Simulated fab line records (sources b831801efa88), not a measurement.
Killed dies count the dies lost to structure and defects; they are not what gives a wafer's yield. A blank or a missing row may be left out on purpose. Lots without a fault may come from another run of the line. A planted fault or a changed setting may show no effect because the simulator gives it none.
fab line records + flow sky130
record
- lots=15
- wafers=43
- lastDay=50
route steps=708 shown NWELL@76 LI_CONTACT@364 PAD_OPEN@708
lots that met no fault: taken from a fault-free run of the same line
startH: hours from the record's opening day to when the first of the lot's shown wafers began + waitH: hours elapsed since this lot's preceding step + " unchanged from the row above + L1.1+2: several wafers, shown together as one row + - either no value or no given start + * or withheld: withheld + < > ~ a bound
route shown NAME@n: names a module that has steps shown in the file, with the first one's number in the route + usual: mean/standard deviation of fault-free wafers + same: alike in all rows + chamber/n: place in a boat + sites: the reading at each site + _std_site: the values' standard deviation + _edge_site: inner sites' mean taken away from outer sites' mean + radiusMm: how far each site lies from the wafer's centre + mask NAME#n: copy n + behind: the tool/chamber that last shaped the wafer + hold: the reason the lot was held/the length of the hold in hours/how it ended + device: which transistor (n, p or np) failed to switch + end of line: tests run on the same wafers once the route is complete + a step with no rows: only its recipe + killed: count of dies lost to structure and defects at first sort (not the wafer's yield) + map: dies across one wafer; x = killed, . = not, _ = none there
set.NAME: the setting as run; set.NAME@STEP: as run at that earlier step + model.NAME: the simulator's own value behind a step, which no gauge read
one table for each step of the route and one row for each wafer, over a sample of lots
services: the hour from which a tool's chamber was out of use, counted from the record's first day as startH (under 0 if before that day), plus the number of hours and why
## steps
# step SKY_NWELL_OVL_MEAS_23
# usual
- NWELL_01_OVL=0.8/1.4
| lot.wafer | tool       | chamber | startH | waitH | NWELL_01_OVL[nm] |
|-----------|------------|---------|--------|-------|------------------|
| L755.1    | overlay-02 | -       | 102.30 | -     | -0.1             |
| L755.4    | "          | -       | "      | "     | 0.5              |
| L755.6    | "          | -       | "      | "     | -0.3             |
| L756.1    | overlay-01 | -       | 109.30 | -     | 1.2              |
| L756.2    | "          | -       | "      | "     | 2.3              |
| L756.6    | "          | -       | "      | "     | 3.2              |
| L757.3    | overlay-02 | -       | 117.64 | -     | 0.0              |
| L757.5    | "          | -       | "      | "     | 0.1              |
| L757.6    | "          | -       | "      | "     | 0.8              |
| L758.5    | overlay-01 | -       | 126.86 | -     | 2.2              |
| L758.6    | "          | -       | "      | "     | 2.2              |
| L759.3    | overlay-01 | -       | 129.74 | -     | 1.1              |
| L759.5    | "          | -       | "      | "     | 2.5              |
| L759.6    | "          | -       | "      | "     | 0.6              |
| L762.1    | overlay-02 | -       | 143.60 | -     | -0.9             |
| L762.2    | "          | -       | "      | "     | -2.1             |
| L768.2    | overlay-01 | -       | 184.29 | -     | -0.3             |
| L768.5    | "          | -       | "      | "     | 1.7              |
| L768.6    | "          | -       | "      | "     | 1.3              |
| L769.2    | overlay-02 | -       | 190.15 | -     | -0.1             |
| L769.3    | "          | -       | "      | "     | 1.0              |
| L769.6    | "          | -       | "      | "     | 0.7              |
| L772.2    | overlay-01 | -       | 205.76 | -     | -0.1             |
| L772.3    | "          | -       | "      | "     | 2.7              |
| L772.5    | "          | -       | "      | "     | -0.3             |
| L773.3    | overlay-02 | -       | 217.11 | -     | 2.0              |
| L773.5    | "          | -       | "      | "     | 2.7              |
| L773.6    | "          | -       | "      | "     | 1.6              |
| L774.2    | overlay-02 | -       | 224.45 | -     | -1.5             |
| L774.5    | "          | -       | "      | "     | 0.8              |
| L774.6    | "          | -       | "      | "     | 2.5              |
| L775.2    | overlay-02 | -       | 229.84 | -     | 0.1              |
| L775.3    | "          | -       | "      | "     | 1.7              |
| L775.4    | "          | -       | "      | "     | 0.1              |
| L776.4    | overlay-02 | -       | 232.40 | -     | 3.1              |
| L776.5    | "          | -       | "      | "     | 1.9              |
| L776.6    | "          | -       | "      | "     | 0.4              |
| L777.1    | overlay-01 | -       | 236.53 | -     | 1.3              |
| L777.3    | "          | -       | "      | "     | -0.8             |
| L777.5    | "          | -       | "      | "     | 0.3              |
| L778.1    | overlay-01 | -       | 243.03 | -     | -0.4             |
| L778.2    | "          | -       | "      | "     | -0.4             |
| L778.5    | "          | -       | "      | "     | -1.1             |
# step SKY_LI_CONTACT_CMP_02
# recipe
- material=PSG
- downForcePsi=4
- platenRpm=60
- padVelocityMS=0.94248
# usual
- headPressurePsi=3.999/0.0091
- motorCurrentA=12.5/1.5
- timeToEndpointS=30.9/2.3
| lot.wafer | tool   | chamber | startH | waitH | headPressurePsi | motorCurrentA | timeToEndpointS |
|-----------|--------|---------|--------|-------|-----------------|---------------|-----------------|
| L755.1    | cmp-02 | 3       | 643.01 | 0.1   | 4.005           | 13.5          | 33.3            |
| L755.4    | "      | 0       | "      | "     | 3.977           | 12.8          | 32.3            |
| L755.6    | "      | 2       | "      | "     | 4.010           | 12.3          | 30.7            |
| L756.2    | cmp-02 | 3       | 652.54 | 0.0   | 3.982           | 13.6          | 29.7            |
| L756.1    | "      | 2       | "      | "     | 3.996           | 12.8          | 30.8            |
| L756.6    | "      | 3       | "      | "     | 3.990           | 14.0          | 31.6            |
| L757.3    | cmp-02 | 3       | 666.71 | 0.2   | 4.001           | 14.0          | 33.3            |
| L757.5    | "      | 0       | "      | "     | 3.991           | 12.7          | 28.4            |
| L757.6    | "      | 1       | "      | "     | 4.012           | 12.6          | 27.4            |
| L758.5    | cmp-02 | 1       | 680.49 | 0.2   | 3.996           | 12.6          | 29.1            |
| L758.6    | "      | 2       | "      | "     | 4.005           | 12.6          | 19.9            |
| L759.3    | cmp-02 | 2       | 687.66 | 0.1   | 3.995           | 13.0          | 29.0            |
| L759.5    | "      | 0       | "      | "     | 3.994           | 12.4          | 29.7            |
| L759.6    | "      | 1       | "      | "     | 4.007           | 13.3          | 13.5            |
| L762.1    | cmp-02 | 2       | 705.81 | 0.1   | 3.998           | 13.0          | 17.2            |
| L762.2    | "      | 1       | "      | "     | 4.013           | 13.0          | 27.0            |
| L768.2    | cmp-01 | 2       | 760.60 | 0.3   | 3.989           | 13.3          | 30.3            |
| L768.5    | "      | 3       | "      | "     | 4.012           | 12.4          | 32.3            |
| L768.6    | "      | 0       | "      | "     | 4.007           | 13.5          | 29.5            |
| L769.3    | cmp-01 | 3       | 763.98 | 0.1   | 3.997           | 12.3          | 30.4            |
| L769.2    | "      | 1       | "      | "     | 3.993           | 8.9           | 31.0            |
| L769.6    | "      | 0       | "      | "     | 4.006           | 14.1          | 30.0            |
| L772.3    | cmp-01 | 0       | 784.32 | 0.0   | 4.002           | 13.6          | 28.4            |
| L772.2    | "      | 2       | "      | "     | 4.004           | 13.2          | 28.5            |
| L772.5    | "      | 1       | "      | "     | 3.978           | 9.4           | 26.4            |
| L773.3    | cmp-02 | 2       | 798.08 | 0.2   | 3.994           | 13.1          | 30.8            |
| L773.5    | "      | 3       | "      | "     | 3.991           | 13.8          | 32.1            |
| L773.6    | "      | 0       | "      | "     | 4.008           | 12.2          | 32.9            |
| L774.2    | cmp-01 | 1       | 804.98 | 0.1   | 3.984           | 9.2           | 31.6            |
| L774.5    | "      | 0       | "      | "     | 4.003           | 14.5          | 31.9            |
| L774.6    | "      | 1       | "      | "     | 3.994           | 9.4           | 28.2            |
| L775.3    | cmp-01 | 0       | 810.14 | 0.0   | 3.993           | 14.8          | 29.7            |
| L775.2    | "      | 1       | "      | "     | 4.000           | 9.5           | 31.8            |
| L775.4    | "      | 2       | "      | "     | 4.003           | 14.4          | 30.5            |
| L776.4    | cmp-01 | 0       | 812.37 | 0.3   | 4.007           | 13.3          | 31.6            |
| L776.5    | "      | 1       | "      | "     | 4.000           | 9.1           | 32.6            |
| L776.6    | "      | 2       | "      | "     | 4.000           | 13.3          | 33.7            |
| L777.1    | cmp-01 | 3       | 816.84 | 0.1   | 4.001           | 11.9          | 31.0            |
| L777.3    | "      | 0       | "      | "     | 4.004           | 13.3          | 29.6            |
| L777.5    | "      | 3       | "      | "     | 4.016           | 12.0          | 35.2            |
| L778.2    | cmp-02 | 0       | 831.18 | 0.1   | 3.992           | 12.0          | 29.0            |
| L778.1    | "      | 1       | "      | "     | 4.005           | 12.6          | 32.4            |
| L778.5    | "      | 2       | "      | "     | 3.988           | 12.9          | 33.4            |
# step SKY_LI_CONTACT_ETCH_15
# recipe
- target=PSG
- chemistry=C4F8/O2/Ar
- stopOn=Si
- taperDeg=4.15
- maskMaterial=KrF-thick
- sourceW=1500
- biasW=1200
- pressureMtorr=40
- c4f8FlowSccm=withheld
- O2_flow_sccm=6
- Ar_flow_sccm=300
- timeS=withheld
- targetDepthA=6000
# usual
- oesProductAu=0.836/0.0046
- rfFwdPowerW=1491/4.7
| lot.wafer | tool       | chamber | startH | waitH | oesProductAu | rfFwdPowerW |
|-----------|------------|---------|--------|-------|--------------|-------------|
| L755.1    | rieDiel-04 | 2       | 672.13 | 0.0   | 0.834        | 1493        |
| L755.4    | "          | 0       | "      | "     | 0.833        | 1489        |
| L755.6    | "          | 3       | "      | "     | 0.824        | 1495        |
| L756.1    | rieDiel-02 | 2       | 681.30 | 0.0   | 0.837        | 1500        |
| L756.2    | "          | 1       | "      | "     | 0.837        | 1491        |
| L756.6    | "          | 1       | "      | "     | 0.832        | 1491        |
| L757.3    | rieDiel-03 | 0       | 694.49 | 0.0   | 0.834        | 1487        |
| L757.5    | "          | 1       | "      | "     | 0.841        | 1490        |
| L757.6    | "          | 0       | "      | "     | 0.835        | 1488        |
| L758.5    | rieDiel-04 | 1       | 708.94 | 0.0   | 0.839        | 1495        |
| L758.6    | "          | 0       | "      | "     | 0.958        | 1477        |
| L759.3    | rieDiel-03 | 0       | 715.83 | 0.0   | 0.831        | 1490        |
| L759.5    | "          | 2       | "      | "     | 0.837        | 1489        |
| L759.6    | "          | 3       | "      | "     | 0.956        | 1492        |
| L762.1    | rieDiel-02 | 2       | 733.79 | 0.0   | 0.954        | 1486        |
| L762.2    | "          | 3       | "      | "     | 0.841        | 1491        |
| L768.2    | rieDiel-02 | 2       | 787.05 | 0.0   | 0.833        | 1493        |
| L768.5    | "          | 0       | "      | "     | 0.835        | 1492        |
| L768.6    | "          | 3       | "      | "     | 0.832        | 1493        |
| L769.2    | rieDiel-04 | 1       | 791.74 | 0.0   | 0.831        | 1494        |
| L769.3    | "          | 2       | "      | "     | 0.834        | 1492        |
| L769.6    | "          | 3       | "      | "     | 0.837        | 1489        |
| L772.2    | rieDiel-04 | 0       | 811.10 | 0.0   | 0.838        | 1489        |
| L772.3    | "          | 2       | "      | "     | 0.828        | 1494        |
| L772.5    | "          | 1       | "      | "     | 0.837        | 1493        |
| L773.3    | rieDiel-03 | 2       | 824.84 | 0.0   | 0.839        | 1493        |
| L773.5    | "          | 3       | "      | "     | 0.826        | 1500        |
| L773.6    | "          | 2       | "      | "     | 0.836        | 1495        |
| L774.2    | rieDiel-02 | 0       | 832.15 | 0.0   | 0.840        | 1491        |
| L774.5    | "          | 3       | "      | "     | 0.829        | 1489        |
| L774.6    | "          | 2       | "      | "     | 0.841        | 1482        |
| L775.2    | rieDiel-02 | 3       | 837.24 | 0.0   | 0.835        | 1488        |
| L775.3    | "          | 1       | "      | "     | 0.833        | 1487        |
| L775.4    | "          | 0       | "      | "     | 0.826        | 1488        |
| L776.4    | rieDiel-02 | 0       | 839.93 | 0.0   | 0.838        | 1494        |
| L776.5    | "          | 1       | "      | "     | 0.836        | 1481        |
| L776.6    | "          | 0       | "      | "     | 0.839        | 1486        |
| L777.1    | rieDiel-03 | 2       | 843.90 | 0.0   | 0.848        | 1500        |
| L777.3    | "          | 0       | "      | "     | 0.842        | 1491        |
| L777.5    | "          | 1       | "      | "     | 0.836        | 1492        |
| L778.1    | rieDiel-02 | 2       | 857.54 | 0.0   | 0.844        | 1496        |
| L778.2    | "          | 0       | "      | "     | 0.839        | 1487        |
| L778.5    | "          | 2       | "      | "     | 0.839        | 1491        |
# step SKY_PAD_OPEN_PROBE_99
# usual
- killed_at_M0_to_M3=43/7.7
- killed_at_M4_up=3.1/1.7
- killedAtContacts=23/4.8
- killedAtFrontEnd=15/4.5
- killedAtOther=0.3/0.58
- killedDies=85/10
- killedOpen=46/7.5
- killedShort=38/6.5
# same
- grossDies=492
- killedAtBackSide=0
| lot.wafer | tool      | chamber | startH  | waitH | killed_at_M0_to_M3 | killed_at_M4_up | killedAtContacts | killedAtFrontEnd | killedAtOther | killedDies | killedOpen | killedShort |
|-----------|-----------|---------|---------|-------|--------------------|-----------------|------------------|------------------|---------------|------------|------------|-------------|
| L762.1    | prober-02 | -       | 1116.69 | 0.1   | 42                 | 3               | 27               | 19               | 1             | 92         | 47         | 40          |
# killed by level:class
L762.1 CONTACT:geometricParticle:open=11 VIA1:geometricParticle:open=8 VIA2:geometricParticle:open=7 METAL2:geometricParticle:short=7 CONTACT:geometricParticle:short=6 POLY_GATE:geometricParticle:open=5 VIA1:geometricParticle:short=5 METAL2:geometricParticle:open=4
## services
| tool       | chamber | startH | hours | kind   |
|------------|---------|--------|-------|--------|
| rieDiel-03 | 2       | 638.48 | 8.0   | repair |
| cmp-01     | -       | 643.44 | 5.8   | pm     |
| rieDiel-02 | 0       | 645.13 | 132.0 | repair |
| rieDiel-02 | 2       | 653.38 | 5.6   | repair |
| cmp-01     | -       | 667.76 | 0.4   | repair |
| rieDiel-04 | 1       | 668.75 | 7.0   | repair |
| rieDiel-02 | 3       | 669.21 | 1.9   | repair |
| cmp-01     | -       | 676.05 | 0.6   | repair |
| rieDiel-03 | -       | 678.53 | 0.4   | repair |
| cmp-01     | -       | 680.53 | 0.2   | repair |
| cmp-01     | -       | 681.30 | 2.6   | repair |
| rieDiel-03 | 0       | 695.91 | 18.8  | repair |
| cmp-01     | -       | 706.03 | 0.3   | repair |
| cmp-01     | -       | 744.26 | 4.0   | pm     |
| cmp-02     | -       | 754.58 | 13.4  | pm     |
| cmp-01     | -       | 768.22 | 3.5   | pm     |
| rieDiel-02 | 1       | 777.06 | 2.8   | repair |
| cmp-02     | -       | 779.32 | 2.6   | repair |
| cmp-01     | -       | 792.67 | 9.6   | pm     |
| rieDiel-03 | 1       | 822.14 | 2.9   | repair |
| rieDiel-02 | -       | 829.29 | 2.8   | pm     |
| rieDiel-03 | 1       | 830.01 | 5.3   | repair |
| rieDiel-03 | -       | 847.79 | 1.0   | repair |
| rieDiel-02 | 1       | 848.22 | 6.2   | repair |
## key
firstSign
- step=SKY_LI_CONTACT_CMP_02
- reading=timeToEndpointS
- direction=down
- sigmas=6
- usual=*
- struck=*
effect
- step=SKY_LI_CONTACT_ETCH_15
- reading=oesProductAu
- direction=up
- sigmas=26
- usual=0.836
- struck=0.956
metAt SKY_LI_CONTACT_CMP_02
struckLots L758,L759,L762
struckWafers L758.6,L759.6,L762.1
testerLeftOut L758,L759,L762
notActingAt SKY_NWELL_OVL_MEAS_23
onsetBetween 666.71 680.49
fault
- kind=processParameterDrift
- tool=cmp-02
- chamber=-
- onsetH=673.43
- steps=SKY_LI_CONTACT_CMP_02
- channel=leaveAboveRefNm
- offset=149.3
- shape=step
- endH=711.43
- scope=struckWafersOnly
- actsIn=theseRecipesOnly
- stated=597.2
# testerLeftOut: of these lots the tester's yield and bins aren't shown, on N5 and GAA mostly nor the transistor test; their killed dies are dies lost to structure and defects alone, not to doping, threshold or leakage, so they don't give the yield
